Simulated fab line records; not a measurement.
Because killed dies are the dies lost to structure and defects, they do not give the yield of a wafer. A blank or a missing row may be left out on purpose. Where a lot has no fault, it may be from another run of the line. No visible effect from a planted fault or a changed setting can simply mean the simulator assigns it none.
Which of the tools did it? | flow gf180mcu | route of 602 steps, sampled at 1 step: 12 lots, 36 wafers

## WHAT THE GAUGES READ, wafer by wafer
GF_HV_LDD_THK_MEAS_55.
lot  | measured     | on            | HV_LDD_CVD_54_THK (nm)
L075 | day 13 01:16 | film-metro-04 | 10.26 10.32 10.25
L077 | day 13 07:28 | film-metro-01 | 10.30 10.36 10.25
L080 | day 14 10:44 | film-metro-04 | 10.25 10.11 10.18
L081 | day 14 20:55 | film-metro-04 | 10.45 10.26 10.42
L083 | day 15 14:22 | film-metro-02 | 10.02 10.02 10.11
L085 | day 16 04:49 | film-metro-04 | 10.02 10.04 10.11
L087 | day 16 19:44 | film-metro-04 | 10.00 9.99 10.05
L089 | day 17 08:28 | film-metro-01 | 9.66 9.84 9.86
L091 | day 18 01:50 | film-metro-04 | 10.27 10.02 10.24
L093 | day 18 18:23 | film-metro-04 | 9.88 9.79 9.81
L095 | day 19 11:11 | film-metro-02 | 9.86 9.80 9.84
L097 | day 20 03:23 | film-metro-02 | 9.90 9.86 10.08

## WHICH TOOL RAN EACH LOT (tool, then ch and the chambers of the sampled wafers, then the start)
The record shows no process step preceding these readings.

## THE ANSWER, worked out from the rows above alone
Rule: usual is defined by the lots themselves. The widest of any qualifying gaps counts: lots, ordered by their means at a reading, are off when they make up no more than a third of the lots, leave a main group of 4 or more, and stand apart from it by 3 or more times the standard deviation of that group's means. If all means in a main group match to the digits the tables above print for the reading, that group is not used. A lot without any number at a reading at which 4 lots or more have one is off too. All remaining lots with rows at the step are treated as sound.
None of the lots is off at any reading shown; this tells nothing.

## WHAT HAD BEEN PUT IN BY THE SIMULATOR
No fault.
